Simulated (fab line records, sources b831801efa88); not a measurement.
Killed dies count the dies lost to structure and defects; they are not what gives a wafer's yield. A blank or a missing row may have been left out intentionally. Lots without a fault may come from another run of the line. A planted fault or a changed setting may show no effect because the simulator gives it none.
8D (eight disciplines) problem report, filled in by code / flow sky130 / the parts of the form that need people (team, actions taken, sign-off) are left out

1. PROBLEM STATEMENT
SPACER_CVD_00_THK at SKY_SPACER_THK_MEAS_01 reads a mean of 33.1 nm on 3 wafers of 1 lot; wafers without a fault read 43.1 nm with a standard deviation of 0.45. That puts it -22 standard deviations away from the usual mean.
Earliest sighting: wafer L365.1 on film_metro-03 at day 28 15:59. The record holds 30 wafers of 10 lots with a number at this step. Rule for "out", or "out of limits": more than 4 standard deviations from the usual mean. The other wafers with a number count as sound.

2. WHAT IT IS; WHAT IT IS NOT
question=which readings at this step; is=SPACER_CVD_00_THK; is not=-
question=which lots; is=L365; is not=L349, L350, L353, L354, L357, L359, L360, L362, L363
question=which wafers of those lots; is=all that have a number; is not=-
question=read on which gauges; is=film_metro-03; is not=film_metro-01, film_metro-02
question=when; is=from day 28 15:59; is not=up to then (27 sound wafers)

3. SUSPECTS, AND WHAT RULES EACH OUT
Counting: a tool at any process step up to the reading remains a suspect when it ran all the lots that are out and ran no sound lot after the first of those.
- the gauge at SKY_SPACER_THK_MEAS_01 has been ruled out. All the wafers that are out were read on film_metro-03, but those of them that SKY_SPACER_CVD_00 has rows for are out there too, on other tools.
- plasma_asher-02 at SKY_RES_PROTECT_STRIP_07 (strips in O2/N2): kept. It ran the lot that is out, L365 (day 21 00:07), and no sound lot after that; its last sound lot up to then is L363 (day 20 10:07).
- lpcvd-02 at SKY_SPACER_CVD_00 (deposits Si3N4 from DCS/NH3, target thk 43.1 nm, time 740 s): kept. It ran the lot that is out, L365 (day 28 14:10), and no sound lot after that; its last sound lot up to then is L363 (day 28 04:05). Its own readings are out on those wafers: spike_tc_bottom_C, spike_tc_centre_C, spike_tc_lower_C, spike_tc_top_C, spike_tc_upper_C, susceptor_temp_C.
What counting leaves: plasma_asher-02 at SKY_RES_PROTECT_STRIP_07 and lpcvd-02 at SKY_SPACER_CVD_00.

4. THE CAUSE (what the simulator had put in)
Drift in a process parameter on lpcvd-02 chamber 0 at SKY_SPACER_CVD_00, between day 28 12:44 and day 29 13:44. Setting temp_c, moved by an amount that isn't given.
Of the 2 suspects that counting leaves, this tool is one.

5. THE CHAIN OF EFFECTS, in route order
Each row: a reading where the mean over the struck wafers with a number is more than 3 standard deviations away from the usual. Only readings for which the record gives a usual standard deviation are gone through. hours: the time from each lot's start at the first step in this table that gives one to its start at this step, as a median over the lots. sigmas: the change in usual standard deviations.
hours=0; step=SKY_SPACER_CVD_00; reading=spike_tc_bottom_C; usual=788 C; on struck wafers=771; change=-17; sigmas=-4.1
hours=0; step=SKY_SPACER_CVD_00; reading=spike_tc_centre_C; usual=772.1 C; on struck wafers=759.4; change=-12.7; sigmas=-12
hours=0; step=SKY_SPACER_CVD_00; reading=spike_tc_lower_C; usual=768.9 C; on struck wafers=754.8; change=-14.1; sigmas=-11
hours=0; step=SKY_SPACER_CVD_00; reading=spike_tc_top_C; usual=785.2 C; on struck wafers=772.3; change=-12.9; sigmas=-12
hours=0; step=SKY_SPACER_CVD_00; reading=spike_tc_upper_C; usual=769.1 C; on struck wafers=754.4; change=-14.7; sigmas=-10
hours=0; step=SKY_SPACER_CVD_00; reading=susceptor_temp_C; usual=770.1 C; on struck wafers=756.5; change=-13.6; sigmas=-38
hours=0; step=SKY_SPACER_CVD_00; reading=zone_power_centre_pct; usual=15.31 %; on struck wafers=14.70; change=-0.61; sigmas=-3.6
hours=2; step=SKY_SPACER_THK_MEAS_01; reading=SPACER_CVD_00_THK; usual=43.1 nm; on struck wafers=33.1; change=-10.0; sigmas=-22
hours=2; step=SKY_SPACER_ETCHBACK_02; reading=oes_product_au; usual=0.855 a.u.; on struck wafers=0.743; change=-0.112; sigmas=-16
Here are the process steps it includes:
- SKY_SPACER_CVD_00: deposits Si3N4 from DCS/NH3, target thk 43.1 nm, time 740 s.
- SKY_SPACER_ETCHBACK_02: etches Si3N4 in CH3F/O2, stops on SiO2, time 46.7 s, target depth 45 nm.

6. HOW IT WOULD HAVE BEEN CAUGHT EARLIER
Counted from the fault's start at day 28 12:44, it took 3 hours until the first out-of-limits reading at a measuring or inspecting step in this record, taken at day 28 15:59.
The tool's own readings at SKY_SPACER_CVD_00 were out on every struck wafer that the step has a row for (spike_tc_bottom_C, spike_tc_centre_C, spike_tc_lower_C, spike_tc_top_C, spike_tc_upper_C, susceptor_temp_C): an alarm limit on them would have fired on the first of those.
All the lots that are out (1) had begun SKY_SPACER_CVD_00 on lpcvd-02 by day 28 15:59. Holding the tool at that point would not have protected any of them.
